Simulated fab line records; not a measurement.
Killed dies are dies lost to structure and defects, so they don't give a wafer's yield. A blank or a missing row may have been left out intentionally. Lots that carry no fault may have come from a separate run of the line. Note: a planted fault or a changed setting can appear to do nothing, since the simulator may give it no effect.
fab line records | flow sky130
record: lots: 12 wafers: 36 lastDay: 50
route steps=708 shown CONTACT@421 METAL1@435 PAD_OPEN@708
lots that met no fault: from a run of the same line without faults
startH: start of the lot's first displayed wafer, in hours after the record's first day | waitH: hours since the lot's step before | " the same as in the row above | L1.1+2: one row covering several wafers at once | - no value, or no start was given | * or withheld: withheld | < > ~ a bound
route shown NAME@n: a module of which the file shows steps, and the number in the route of the first | usual: mean/standard deviation taken from wafers without a fault | same: alike in all rows | chamber/n: place in a boat | sites: the reading at each site | _std_site: how widely they spread, as a standard deviation | _edge_site: mean of outer sites minus mean of inner sites | radiusMm: for every site, how far away it sits from the centre of the wafer | mask NAME#n: copy n | behind: tool/chamber where the wafer was last shaped | hold: reason for holding the lot/hours on hold/outcome of the hold | device: names the non-switching transistor (n, p or np) | end of line: at the end of the route, the tests of the same wafers | a step given without rows: its recipe and nothing more | killed: dies that structure and defects cost at the first sort, which is not the same as the wafer's yield | map: dies across one wafer; x = killed, . = not, _ = none there
set.NAME: the setting that was run; set.NAME@STEP: the one run at that earlier step | model.NAME: the simulator's own value behind a step, which no gauge read
steps of the route over a sample of lots; a table a step, a row a wafer
services: the hour from which a tool's chamber was out of use, counted from the record's first day as startH (under 0 if before that day), plus the number of hours and why
== steps ==
step: SKY_CONTACT_OVL_MEAS_15
usual: CONTACT_OVL: 1/4.5
columns lot.wafer tool chamber startH waitH CONTACT_OVL[nm]
L380.1 overlay-02 - 732.94 0.1 3
L380.2 " - " " -6
L380.5 " - " " -2
L381.2 overlay-01 - 737.49 0.1 -3
L381.3 " - " " 3
L381.6 " - " " 7
L382.3 overlay-01 - 749.00 0.1 16
L382.5 " - " " 6
L382.6 " - " " 6
L383.2 overlay-01 - 764.94 0.1 0
L383.3 " - " " -3
L383.5 " - " " -4
L384.1 overlay-02 - 771.24 0.1 -1
L384.4 " - " " 5
L384.6 " - " " 2
L385.2 overlay-02 - 778.16 0.1 -4
L385.4 " - " " -5
L385.6 " - " " -7
L394.3 overlay-02 - 840.22 0.1 -2
L394.5 " - " " -1
L394.6 " - " " 4
L395.1 overlay-01 - 850.54 0.1 2
L395.2 " - " " 1
L395.4 " - " " -4
L396.2 overlay-02 - 852.07 0.1 3
L396.3 " - " " -1
L396.5 " - " " -3
L400.1 overlay-02 - 886.39 0.1 6
L400.3 " - " " -1
L400.5 " - " " 1
L401.3 overlay-02 - 892.77 0.1 5
L401.4 " - " " 3
L401.5 " - " " 10
L403.1 overlay-02 - 906.46 0.1 -3
L403.3 " - " " 0
L403.4 " - " " 0
step: SKY_CONTACT_ETCH_16
recipe: chemistry: N2/H2 target: BARC ionEnergyEv: 200 sourceW: 500 biasW: 100 pressureMtorr: 30 n2FlowSccm: 100 h2FlowSccm: 200 stopOn: SiO2 timeS: 45.9 targetDepthA: 600
usual: drypumpMotorCurrentA: 5.6/0.44 oesProductAu: 0.855/0.0051 throttleValvePct: 13.224/0.0085
columns lot.wafer tool chamber startH waitH drypumpMotorCurrentA oesProductAu rfHoursCounterH throttleValvePct
L380.1 rieDiel-03 0 732.97 0.0 6.2 0.851 9 13.225
L380.2 " 2 " " 4.7 0.848 16 13.210
L380.5 " 0 " " 6.3 0.851 - 13.223
L381.2 rieDiel-01 2 737.52 0.0 5.7 0.854 0 13.214
L381.3 " 0 " " 5.7 0.857 7 13.206
L381.6 " 0 " " 5.7 0.856 - 13.225
L382.3 rieDiel-03 0 749.03 0.0 6.3 0.851 9 13.221
L382.5 " 3 " " 5.4 0.848 - 13.226
L382.6 " 0 " " 6.2 0.840 - 13.249
L383.2 rieDiel-01 0 764.97 0.0 5.6 0.862 8 13.230
L383.3 " 2 " " 5.7 0.862 1 13.238
L383.5 " 2 " " 5.7 0.847 - 13.217
L384.1 rieDiel-04 1 771.27 0.0 5.5 0.849 10 13.217
L384.4 " 0 " " 6.1 0.854 14 13.226
L384.6 " 3 " " 6.1 0.855 - 13.216
L385.2 rieDiel-03 1 778.19 0.0 5.4 0.854 8 13.224
L385.4 " 3 " " 5.4 0.859 37 13.236
L385.6 " 0 " " 6.2 0.859 - 13.222
L394.3 rieDiel-01 0 840.24 0.0 5.6 0.855 11 13.230
L394.5 " 1 " " 6.0 0.854 - 13.243
L394.6 " 0 " " 5.7 0.857 - 13.206
L395.1 rieDiel-01 2 850.57 0.0 5.7 0.865 4 13.234
L395.2 " 1 " " 6.0 0.862 13 13.213
L395.4 " 0 " " 5.7 0.852 - 13.216
L396.2 rieDiel-03 1 852.10 0.0 5.4 0.849 11 13.230
L396.3 " 2 " " 4.7 0.853 19 13.220
L396.5 " 2 " " 4.7 0.856 - 13.219
L400.1 rieDiel-03 2 886.43 0.0 4.7 0.858 20 13.218
L400.3 " 1 " " 5.4 0.857 12 13.214
L400.5 " 3 " " 5.4 0.858 - 13.238
L401.3 rieDiel-01 2 892.79 0.0 5.7 0.857 5 13.247
L401.4 " 1 " " 6.0 0.854 15 13.227
L401.5 " 3 " " 5.6 0.859 - 13.218
L403.1 rieDiel-04 2 906.50 0.0 5.0 0.856 25 13.220
L403.3 " 1 " " 5.5 0.849 15 13.239
L403.4 " 3 " " 6.1 0.850 25 13.212
step: SKY_CONTACT_RS_MEAS_25
recipe: thkMeasGauge: four-point-probe reads: W_of_CONTACT_CVD_24+TiN_of_CONTACT_SPUTTER_23
usual: CONTACT_W_RS: 0.341/0.0037
columns lot.wafer tool chamber startH waitH CONTACT_W_RS[ohm/sq]
L380.1 filmMetro-02 - 733.90 0.1 0.348
L380.2 " - " " 0.347
L380.5 " - " " 0.345
L381.2 filmMetro-01 - 738.44 0.1 0.343
L381.3 " - " " 0.342
L381.6 " - " " 0.343
L382.3 filmMetro-02 - 750.02 0.1 0.336
L382.5 " - " " 0.344
L382.6 " - " " 0.338
L383.2 filmMetro-01 - 766.23 0.1 0.340
L383.3 " - " " 0.340
L383.5 " - " " 0.346
L384.1 filmMetro-04 - 772.20 0.1 0.342
L384.4 " - " " 0.333
L384.6 " - " " 0.335
L385.2 filmMetro-02 - 779.15 0.1 0.343
L385.4 " - " " 0.337
L385.6 " - " " 0.336
L394.3 filmMetro-02 - 841.17 0.1 0.337
L394.5 " - " " 0.339
L394.6 " - " " 0.338
L395.1 filmMetro-01 - 851.47 0.1 0.341
L395.2 " - " " 0.335
L395.4 " - " " 0.341
L396.2 filmMetro-01 - 853.03 0.1 0.342
L396.3 " - " " 0.343
L396.5 " - " " 0.342
L400.1 filmMetro-02 - 887.41 0.1 0.340
L400.3 " - " " 0.339
L400.5 " - " " 0.342
L401.3 filmMetro-02 - 893.76 0.1 0.338
L401.4 " - " " 0.340
L401.5 " - " " 0.341
L403.1 filmMetro-01 - 907.43 0.1 0.342
L403.3 " - " " 0.336
L403.4 " - " " 0.341
step: SKY_METAL1_SPUTTER_01
recipe: material: TiN targetThkNm: 20 powerW: 6500 timeS: 16.4 chamberPressurePa: 0.4
usual: cathodeDcPowerW: 6500.1/1.2 throttleValvePct: 30.2/1.1
columns lot.wafer tool chamber startH waitH cathodeDcPowerW throttleValvePct
L380.1 pvdSputter-02 - 734.40 0.0 6499.0 29.6
L380.2 " - " " 6499.7 30.4
L380.5 " - " " 6499.2 31.4
L381.2 pvdSputter-02 - 738.92 0.0 6500.4 30.2
L381.3 " - " " 6497.7 31.3
L381.6 " - " " 6500.2 27.8
L382.3 pvdSputter-02 - 750.48 0.0 6501.4 30.1
L382.5 " - " " 6500.0 31.6
L382.6 " - " " 6500.9 30.1
L383.2 pvdSputter-02 - 766.71 0.0 6499.6 28.0
L383.3 " - " " 6498.9 30.0
L383.5 " - " " 6499.2 31.4
L384.1 pvdSputter-04 - 772.70 0.0 6499.2 29.1
L384.4 " - " " 6500.6 32.2
L384.6 " - " " 6502.5 29.1
L385.2 pvdSputter-02 - 779.63 0.0 6499.5 30.0
L385.4 " - " " 6499.8 27.8
L385.6 " - " " 6498.8 29.7
L394.3 pvdSputter-01 - 841.64 0.0 6499.9 30.3
L394.5 " - " " 8683.1 30.8
L394.6 " - " " 6500.0 30.3
L395.1 pvdSputter-01 - 851.97 0.0 6499.1 30.3
L395.2 " - " " 6499.2 31.0
L395.4 " - " " 8682.6 31.1
L396.2 pvdSputter-04 - 853.51 0.0 6500.3 29.5
L396.3 " - " " 6501.5 32.2
L396.5 " - " " 6498.6 30.1
L400.1 pvdSputter-04 - 887.99 0.0 6500.2 29.7
L400.3 " - " " 6501.8 32.3
L400.5 " - " " 6501.1 29.3
L401.3 pvdSputter-04 - 894.23 0.0 6498.7 30.2
L401.4 " - " " 6501.6 29.0
L401.5 " - " " 6498.4 30.2
L403.1 pvdSputter-02 - 907.93 0.0 6500.5 30.1
L403.3 " - " " 6502.4 31.6
L403.4 " - " " 6501.4 27.8
step: SKY_PAD_OPEN_PROBE_99
usual: defectLimitedYield: 82.4/1.8 killed_at_M0_to_M3: 44/7 killed_at_M4_up: 3.0/1.8 killedAtContacts: 24/4.9 killedAtFrontEnd: 15/5 killedAtOther: 0.2/0.53 killedDies: 87/8.7 killedOpen: 48/6.8 killedShort: 39/5.7 sort_bin_3_pad_short: 0.9/0.42 sort_bin_5_function: 10.4/1.5 sort_bin_6_memory: 6.3/1.1 sortNPass: 405/8.7 sortYieldPct: 82.4/1.8
same: grossDies: 492 killedAtBackSide: 0 sort_bin_4_leakage[%]: 0 sort_bin_8_speed[%]: 0
columns lot.wafer tool chamber startH waitH defectLimitedYield[%] killed_at_M0_to_M3 killed_at_M4_up killedAtContacts killedAtFrontEnd killedAtOther killedDies killedOpen killedShort sort_bin_3_pad_short[%] sort_bin_5_function[%] sort_bin_6_memory[%] sortNPass sortYieldPct[%]
L380.1 prober-01 - 1073.20 0.1 82.1 42 2 31 12 1 88 51 37 1.6 9.6 6.7 404 82.1
L380.2 prober-01 - 1073.25 0.1 83.9 34 5 23 17 0 79 47 32 0.6 10.0 5.5 413 83.9
L380.5 prober-01 - 1073.40 0.2 83.9 42 1 24 12 0 79 41 38 1.0 9.8 5.3 413 83.9
L381.2 prober-02 - 1075.60 0.1 79.7 42 7 29 22 0 100 51 49 1.4 11.0 7.9 392 79.7
L381.3 prober-02 - 1075.65 0.2 79.1 46 5 28 24 0 103 53 50 1.0 11.6 8.3 389 79.1
L381.6 prober-02 - 1075.80 0.2 84.1 36 2 26 14 0 78 39 39 1.6 8.3 5.9 414 84.1
L382.3 prober-01 - 1087.80 0.2 85.8 30 6 25 9 0 70 35 35 0.4 8.1 5.7 422 85.8
L382.5 prober-01 - 1087.90 0.2 85.4 34 2 21 14 1 72 43 29 0.4 7.3 6.9 420 85.4
L382.6 prober-01 - 1087.95 0.2 82.1 38 4 27 17 2 88 49 39 0.8 9.8 7.3 404 82.1
L383.2 prober-02 - 1096.30 0.1 82.1 44 2 25 17 0 88 54 34 0.4 11.2 6.3 404 82.1
L383.3 prober-02 - 1096.35 0.2 82.5 42 3 24 17 0 86 52 34 1.0 9.8 6.7 406 82.5
L383.5 prober-02 - 1096.45 0.2 79.1 46 2 32 23 0 103 58 45 2.0 11.0 7.9 389 79.1
L384.1 prober-01 - 1101.36 0.1 85.8 41 3 16 10 0 70 34 36 0.6 8.5 5.1 422 85.8
L384.4 prober-01 - 1101.51 0.2 83.1 47 7 21 8 0 83 35 48 1.8 8.9 6.1 409 83.1
L384.6 prober-01 - 1101.61 0.2 82.1 49 1 24 13 1 88 54 34 0.4 12.4 5.1 404 82.1
L385.2 prober-02 - 1107.02 0.1 83.7 39 2 27 12 0 80 41 39 1.4 8.9 5.9 412 83.7
L385.4 prober-02 - 1107.12 0.2 85.0 47 3 16 8 0 74 41 33 0.6 8.7 5.7 418 85.0
L385.6 prober-02 - 1107.22 0.2 80.9 37 1 24 32 0 94 60 34 1.0 11.0 7.1 398 80.9
L394.3 prober-01 - 1154.99 0.2 81.7 51 4 27 8 0 90 48 42 0.8 9.6 7.9 402 81.7
L394.5 prober-01 - 1155.09 0.2 82.7 53 1 19 12 0 85 42 43 0.8 8.5 7.9 407 82.7
L394.6 prober-01 - 1155.14 0.2 81.5 43 5 23 20 0 91 49 42 0.8 11.6 6.1 401 81.5
L395.1 prober-02 - 1160.58 0.1 81.5 50 3 30 8 0 91 52 39 0.6 11.8 6.1 401 81.5
L395.2 prober-02 - 1160.63 0.1 81.7 51 3 16 20 0 90 60 30 0.6 11.6 6.1 402 81.7
L395.4 prober-02 - 1160.73 0.2 84.8 43 6 23 3 0 75 38 37 0.8 8.3 6.1 417 84.8
L396.2 prober-01 - 1163.02 0.1 82.9 39 3 33 9 0 84 54 30 0.6 10.8 5.7 408 82.9
L396.3 prober-01 - 1163.07 0.2 80.7 52 4 22 17 0 95 51 44 1.6 10.8 6.9 397 80.7
L396.5 prober-01 - 1163.17 0.2 81.9 49 4 21 15 0 89 42 47 1.0 12.2 4.9 403 81.9
L400.1 prober-01 - 1186.01 0.1 83.7 44 4 23 9 0 80 49 31 0.8 10.4 5.1 412 83.7
L400.3 prober-01 - 1186.11 0.2 82.3 41 0 33 13 0 87 45 42 0.8 11.8 5.1 405 82.3
L400.5 prober-01 - 1186.21 0.2 81.9 59 0 17 12 1 89 54 35 1.2 11.6 5.3 403 81.9
L401.3 prober-02 - 1187.07 0.2 81.3 49 5 22 16 0 92 50 42 1.4 9.3 7.9 400 81.3
L401.4 prober-02 - 1187.12 0.2 80.7 54 3 26 12 0 95 53 42 1.2 10.2 7.9 397 80.7
L401.5 prober-02 - 1187.17 0.2 78.9 61 3 28 12 0 104 63 41 0.8 13.2 7.1 388 78.9
L403.1 prober-02 - 1199.49 0.1 81.5 40 2 29 20 0 91 49 42 1.4 11.0 6.1 401 81.5
L403.3 prober-02 - 1199.59 0.2 82.3 42 2 29 12 2 87 46 41 0.4 12.8 4.5 405 82.3
L403.4 prober-02 - 1199.64 0.2 77.8 48 3 37 21 0 109 56 53 1.2 13.2 7.7 383 77.8
killed by level:class
L380.1 LI_CONTACT:geometricParticle:open=10 CONTACT:geometricParticle:open=8 VIA1:geometricParticle:open=8 VIA3:geometricParticle:open=8 FIELD_ISO:geometricParticle:open=7 CONTACT:geometricParticle:short=7 VIA2:geometricParticle:open=6 VIA1:geometricParticle:short=4
L380.2 FIELD_ISO:geometricParticle:short=8 LI_CONTACT:geometricParticle:open=8 VIA1:geometricParticle:open=8 VIA3:geometricParticle:open=8 CONTACT:geometricParticle:open=7 METAL2:geometricParticle:short=6 VIA2:geometricParticle:short=3 LOCAL_INTERCONNECT:geometricParticle:open=3
L380.5 CONTACT:geometricParticle:open=7 VIA1:geometricParticle:open=7 VIA3:geometricParticle:open=6 METAL1:geometricParticle:short=6 LI_CONTACT:geometricParticle:short=5 LI_CONTACT:geometricParticle:open=4 LOCAL_INTERCONNECT:geometricParticle:short=4 METAL2:geometricParticle:open=4
L381.2 VIA1:geometricParticle:open=12 CONTACT:geometricParticle:open=9 POLY_GATE:geometricParticle:short=7 LI_CONTACT:geometricParticle:open=6 VIA2:geometricParticle:open=6 LOCAL_INTERCONNECT:geometricParticle:short=5 CONTACT:geometricParticle:short=5 VIA1:geometricParticle:short=5
L381.3 CONTACT:geometricParticle:open=13 VIA1:geometricParticle:open=10 VIA2:geometricParticle:open=7 FIELD_ISO:geometricParticle:open=6 POLY_GATE:geometricParticle:short=6 CONTACT:geometricParticle:short=6 METAL1:geometricParticle:short=6 VIA1:geometricParticle:short=6
L381.6 LI_CONTACT:geometricParticle:open=8 CONTACT:geometricParticle:open=8 VIA1:geometricParticle:open=7 FIELD_ISO:geometricParticle:short=6 VIA1:geometricParticle:short=5 VIA2:geometricParticle:open=5 VIA2:geometricParticle:short=5 LI_CONTACT:geometricParticle:short=4
L382.3 CONTACT:geometricParticle:open=12 VIA1:geometricParticle:open=9 METAL2:geometricParticle:short=5 METAL4:geometricParticle:short=5 FIELD_ISO:geometricParticle:short=4 LOCAL_INTERCONNECT:geometricParticle:short=4 CONTACT:geometricParticle:short=4 LI_CONTACT:geometricParticle:open=3
L382.5 CONTACT:geometricParticle:open=8 VIA1:geometricParticle:open=8 LI_CONTACT:geometricParticle:open=7 FIELD_ISO:geometricParticle:short=5 VIA1:geometricParticle:short=4 METAL2:geometricParticle:short=4 VIA2:geometricParticle:open=4 VIA3:geometricParticle:open=4
L382.6 CONTACT:geometricParticle:open=10 LI_CONTACT:geometricParticle:open=8 FIELD_ISO:geometricParticle:short=6 METAL1:geometricParticle:short=6 VIA1:geometricParticle:open=6 FIELD_ISO:geometricParticle:open=5 VIA1:geometricParticle:short=5 VIA2:geometricParticle:open=5
L383.2 VIA1:geometricParticle:open=12 CONTACT:geometricParticle:open=8 VIA3:geometricParticle:open=7 VIA2:geometricParticle:open=7 LI_CONTACT:geometricParticle:open=6 CONTACT:geometricParticle:short=6 POLY_GATE:geometricParticle:open=5 VIA1:geometricParticle:short=4
L383.3 CONTACT:geometricParticle:open=12 VIA1:geometricParticle:open=10 VIA1:geometricParticle:short=7 LI_CONTACT:geometricParticle:open=6 POLY_GATE:geometricParticle:short=5 METAL1:geometricParticle:short=5 VIA2:geometricParticle:open=5 POLY_GATE:geometricParticle:open=4
L383.5 CONTACT:geometricParticle:open=16 VIA1:geometricParticle:open=11 FIELD_ISO:geometricParticle:short=8 VIA2:geometricParticle:open=6 FIELD_ISO:geometricParticle:open=5 VIA3:geometricParticle:open=5 LI_CONTACT:geometricParticle:open=5 CONTACT:geometricParticle:short=5
L384.1 VIA1:geometricParticle:open=11 METAL1:geometricParticle:short=6 LI_CONTACT:geometricParticle:open=5 METAL3:geometricParticle:short=5 VIA2:geometricParticle:open=5 FIELD_ISO:geometricParticle:short=3 LOCAL_INTERCONNECT:geometricParticle:short=3 CONTACT:geometricParticle:open=3
L384.4 VIA1:geometricParticle:open=8 METAL4:geometricParticle:short=7 VIA2:geometricParticle:open=6 LI_CONTACT:geometricParticle:open=5 LOCAL_INTERCONNECT:geometricParticle:short=5 CONTACT:geometricParticle:open=5 METAL1:geometricParticle:short=5 VIA1:geometricParticle:short=5
L384.6 VIA1:geometricParticle:open=18 LI_CONTACT:geometricParticle:open=9 CONTACT:geometricParticle:open=9 VIA2:geometricParticle:open=7 METAL2:geometricParticle:short=5 POLY_GATE:geometricParticle:short=4 VIA1:geometricParticle:short=4 VIA3:geometricParticle:short=4
L385.2 VIA1:geometricParticle:open=10 CONTACT:geometricParticle:short=9 CONTACT:geometricParticle:open=6 VIA2:geometricParticle:open=5 VIA3:geometricParticle:open=5 POLY_GATE:geometricParticle:open=4 POLY_GATE:geometricParticle:short=4 LI_CONTACT:geometricParticle:open=4
L385.4 VIA2:geometricParticle:open=10 VIA1:geometricParticle:open=9 VIA1:geometricParticle:short=8 CONTACT:geometricParticle:open=7 METAL1:geometricParticle:short=6 VIA3:geometricParticle:open=5 LI_CONTACT:geometricParticle:open=4 CONTACT:geometricParticle:short=3
L385.6 VIA1:geometricParticle:open=12 VIA2:geometricParticle:open=9 POLY_GATE:geometricParticle:open=8 LI_CONTACT:geometricParticle:open=7 FIELD_ISO:geometricParticle:short=5 FIELD_ISO:geometricParticle:open=5 POLY_GATE:geometricParticle:short=5 CONTACT:geometricParticle:short=5
L394.3 CONTACT:geometricParticle:open=12 VIA1:geometricParticle:open=9 METAL2:geometricParticle:short=9 METAL1:geometricParticle:short=8 LI_CONTACT:geometricParticle:open=7 VIA2:geometricParticle:open=5 CONTACT:geometricParticle:short=4 VIA2:geometricParticle:short=4
L394.5 VIA1:geometricParticle:open=12 VIA1:geometricParticle:short=8 CONTACT:geometricParticle:open=6 METAL2:geometricParticle:short=6 VIA3:geometricParticle:open=6 LOCAL_INTERCONNECT:geometricParticle:short=5 VIA2:geometricParticle:open=5 FIELD_ISO:geometricParticle:open=4
L394.6 VIA1:geometricParticle:open=12 POLY_GATE:geometricParticle:short=9 CONTACT:geometricParticle:open=8 VIA3:geometricParticle:open=8 VIA1:geometricParticle:short=6 LI_CONTACT:geometricParticle:open=6 VIA2:geometricParticle:open=6 FIELD_ISO:geometricParticle:short=5
L395.1 CONTACT:geometricParticle:open=19 VIA1:geometricParticle:open=12 METAL1:geometricParticle:short=8 VIA1:geometricParticle:short=7 METAL2:geometricParticle:short=6 VIA3:geometricParticle:open=6 LI_CONTACT:geometricParticle:open=5 FIELD_ISO:geometricParticle:open=4
L395.2 VIA3:geometricParticle:open=14 VIA1:geometricParticle:open=13 FIELD_ISO:geometricParticle:open=8 VIA1:geometricParticle:short=7 CONTACT:geometricParticle:open=6 METAL2:geometricParticle:short=5 POLY_GATE:geometricParticle:short=4 POLY_GATE:geometricParticle:open=4
L395.4 VIA1:geometricParticle:open=11 CONTACT:geometricParticle:open=7 VIA1:geometricParticle:short=7 METAL1:geometricParticle:short=6 LI_CONTACT:geometricParticle:open=5 LOCAL_INTERCONNECT:geometricParticle:short=5 METAL2:geometricParticle:short=5 CONTACT:geometricParticle:short=4
L396.2 VIA1:geometricParticle:open=14 CONTACT:geometricParticle:open=12 LI_CONTACT:geometricParticle:open=11 VIA3:geometricParticle:open=6 LI_CONTACT:geometricParticle:short=4 METAL2:geometricParticle:short=4 LOCAL_INTERCONNECT:geometricParticle:short=3 CONTACT:geometricParticle:short=3
L396.3 VIA1:geometricParticle:open=17 METAL1:geometricParticle:short=7 LI_CONTACT:geometricParticle:open=6 LI_CONTACT:geometricParticle:short=6 VIA1:geometricParticle:short=6 METAL2:geometricParticle:short=6 VIA3:geometricParticle:open=6 FIELD_ISO:geometricParticle:open=5
L396.5 VIA1:geometricParticle:short=8 VIA1:geometricParticle:open=8 LI_CONTACT:geometricParticle:open=8 VIA3:geometricParticle:open=8 METAL2:geometricParticle:short=7 CONTACT:geometricParticle:open=6 VIA2:geometricParticle:short=5 POLY_GATE:geometricParticle:short=4
L400.1 VIA3:geometricParticle:open=9 LI_CONTACT:geometricParticle:open=8 CONTACT:geometricParticle:open=8 VIA1:geometricParticle:open=7 VIA1:geometricParticle:short=6 METAL2:geometricParticle:short=5 VIA2:geometricParticle:open=5 FIELD_ISO:geometricParticle:open=3
L400.3 CONTACT:geometricParticle:open=13 VIA1:geometricParticle:open=10 LI_CONTACT:geometricParticle:open=8 LOCAL_INTERCONNECT:geometricParticle:short=5 METAL1:geometricParticle:short=5 METAL2:geometricParticle:short=5 VIA3:geometricParticle:open=5 POLY_GATE:geometricParticle:short=4
L400.5 VIA1:geometricParticle:open=15 VIA3:geometricParticle:open=12 CONTACT:geometricParticle:open=9 METAL1:geometricParticle:short=8 VIA2:geometricParticle:open=5 FIELD_ISO:geometricParticle:short=4 METAL2:geometricParticle:open=4 POLY_GATE:geometricParticle:open=3
L401.3 VIA1:geometricParticle:open=14 VIA2:geometricParticle:open=9 CONTACT:geometricParticle:open=7 VIA1:geometricParticle:short=7 POLY_GATE:geometricParticle:open=5 LOCAL_INTERCONNECT:geometricParticle:short=5 METAL1:geometricParticle:short=5 LI_CONTACT:geometricParticle:short=4
L401.4 VIA1:geometricParticle:open=19 VIA1:geometricParticle:short=11 CONTACT:geometricParticle:open=8 CONTACT:geometricParticle:short=7 VIA3:geometricParticle:open=7 POLY_GATE:geometricParticle:open=6 LI_CONTACT:geometricParticle:open=6 LOCAL_INTERCONNECT:geometricParticle:short=5
L401.5 VIA1:geometricParticle:open=16 CONTACT:geometricParticle:open=12 METAL2:geometricParticle:short=8 VIA1:geometricParticle:short=7 LI_CONTACT:geometricParticle:open=6 VIA2:geometricParticle:open=6 METAL3:geometricParticle:short=6 VIA3:geometricParticle:open=5
L403.1 CONTACT:geometricParticle:open=11 LI_CONTACT:geometricParticle:open=8 VIA3:geometricParticle:open=7 FIELD_ISO:geometricParticle:open=6 POLY_GATE:geometricParticle:short=6 METAL1:geometricParticle:short=6 VIA1:geometricParticle:open=6 METAL2:geometricParticle:short=6
L403.3 CONTACT:geometricParticle:open=11 VIA2:geometricParticle:open=11 LI_CONTACT:geometricParticle:open=6 VIA2:geometricParticle:short=6 VIA1:geometricParticle:open=6 CONTACT:geometricParticle:short=5 METAL1:geometricParticle:short=5 VIA3:geometricParticle:open=4
L403.4 CONTACT:geometricParticle:open=13 VIA1:geometricParticle:short=13 CONTACT:geometricParticle:short=11 FIELD_ISO:geometricParticle:short=8 FIELD_ISO:geometricParticle:open=8 LI_CONTACT:geometricParticle:open=8 VIA1:geometricParticle:open=6 VIA2:geometricParticle:open=6
== services ==
columns tool chamber startH hours kind
rieDiel-03 - 721.69 0.6 repair
rieDiel-03 0 726.91 3.0 repair
rieDiel-04 3 727.87 2.7 repair
pvdSputter-01 - 730.79 2.8 repair
rieDiel-03 - 742.48 1.0 repair
rieDiel-03 2 747.74 5.2 repair
pvdSputter-01 - 772.47 1.0 repair
rieDiel-04 - 788.30 1.8 repair
rieDiel-03 3 799.01 - clean
rieDiel-03 3 799.01 22.0 scheduledDown
rieDiel-03 3 799.01 22.0 ventCycle
pvdSputter-01 - 800.06 5.8 repair
rieDiel-01 3 805.35 5.3 repair
pvdSputter-04 - 822.10 1.0 repair
rieDiel-01 2 839.68 6.2 repair
rieDiel-01 3 845.38 7.9 repair
pvdSputter-02 - 879.73 4.7 repair
pvdSputter-02 - 883.68 1.9 repair
pvdSputter-02 - 886.52 8.0 repair
pvdSputter-01 - 900.27 2.9 repair
== key ==
firstSign: step: SKY_METAL1_SPUTTER_01 reading: cathodeDcPowerW direction: up sigmas: 99+ usual: 6500.1 struck: 8682.9
effect none on later readings
metAt SKY_METAL1_SPUTTER_01
struckLots L394,L395
struckWafers L394.5,L395.4
notActingAt SKY_CONTACT_OVL_MEAS_15,SKY_CONTACT_ETCH_16,SKY_CONTACT_RS_MEAS_25
fault: kind: processParameterDrift tool: pvdSputter-01 chamber: - onsetH: 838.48 steps: SKY_METAL1_SPUTTER_01 channel: powerW offset: * shape: step endH: 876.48 actsIn: * stated: * scope: struckWafersOnly
